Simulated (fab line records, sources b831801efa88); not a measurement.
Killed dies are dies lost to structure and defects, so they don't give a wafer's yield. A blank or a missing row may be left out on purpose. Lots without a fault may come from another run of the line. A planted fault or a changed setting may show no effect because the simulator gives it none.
Which tool did it? | flow sky130 | 11 lots, 33 wafers sampled, at 2 steps of a route of 708

WHAT THE GAUGES READ, wafer by wafer
SKY_VIA2_BOW_MEAS_03.
lot  | measured     | on            | VIA2_BOW (um)
L710 | day 37 13:12 | film_metro-04 | 87 96 99
L712 | day 37 15:27 | film_metro-03 | 84 84 88
L714 | day 37 20:07 | film_metro-03 | 92 93 84
L716 | day 39 05:58 | film_metro-03 | 86 86 82
L717 | day 39 09:05 | film_metro-02 | 73 84 77
L721 | day 39 14:51 | film_metro-02 | 89 76 87
L722 | day 40 02:07 | film_metro-04 | 72 92 89
L723 | day 40 06:02 | film_metro-02 | 78 92 81
L727 | day 41 05:59 | film_metro-04 | 85 83 87
L728 | day 41 17:02 | film_metro-04 | 86 87 73
L729 | day 41 20:02 | film_metro-02 | 92 89 83

WHICH TOOL RAN EACH LOT (tool, then ch and the chambers of the sampled wafers, then the start)
lot  | SKY_METAL2_SPUTTER_02
L710 | pvd_sputter-03, day 36 09:10
L712 | pvd_sputter-02, day 36 11:40
L714 | pvd_sputter-04, day 36 16:08
L716 | pvd_sputter-04, day 38 02:20
L717 | pvd_sputter-03, day 38 06:56
L721 | pvd_sputter-03, day 38 12:18
L722 | pvd_sputter-02, day 38 23:25
L723 | pvd_sputter-04, day 39 03:04
L727 | pvd_sputter-04, day 40 03:50
L728 | pvd_sputter-04, day 40 16:20
L729 | pvd_sputter-02, day 40 19:20
- SKY_METAL2_SPUTTER_02: material AlCu, target thk 250 nm, time 13.3 s.

WHAT THE TOOLS THEMSELVES READ (means of the sampled wafers that have a number; where no wafer has one, the mark that the record gives instead)
SKY_METAL2_SPUTTER_02.
lot  | tool           | throttle_valve_pct (%)
L710 | pvd_sputter-03 | 28.8
L712 | pvd_sputter-02 | 30.7
L714 | pvd_sputter-04 | 29.8
L716 | pvd_sputter-04 | 29.7
L717 | pvd_sputter-03 | 28.7
L721 | pvd_sputter-03 | 30.1
L722 | pvd_sputter-02 | 31.2
L723 | pvd_sputter-04 | 30.1
L727 | pvd_sputter-04 | 30.3
L728 | pvd_sputter-04 | 30.5
L729 | pvd_sputter-02 | 30.7

THE ANSWER, worked out from the rows above alone
Rule: what is usual is taken from the lots themselves. Put in order of their means at a reading, lots are off if they are a third of the lots or fewer, leave a main group of 4 or more, and stand apart from it by a gap of 3 or more times the standard deviation of the main group's means; of several such gaps the widest counts. A main group whose means are all the same, to the digits that the tables above print for the reading, isn't used. A lot without any number at a reading at which 4 lots or more have one is off too. The other lots that the step has rows for count as sound. The gauges are gone through in route order, then the tools' own readings, and for those a lot's mean is taken as printed above. The first step at which some lot is off is used, and at that step the reading that is off furthest; a lot without a number counts as furthest.
No lot is off at any reading shown: from this, nothing can be told.

WHAT THE SIMULATOR HAD PUT IN
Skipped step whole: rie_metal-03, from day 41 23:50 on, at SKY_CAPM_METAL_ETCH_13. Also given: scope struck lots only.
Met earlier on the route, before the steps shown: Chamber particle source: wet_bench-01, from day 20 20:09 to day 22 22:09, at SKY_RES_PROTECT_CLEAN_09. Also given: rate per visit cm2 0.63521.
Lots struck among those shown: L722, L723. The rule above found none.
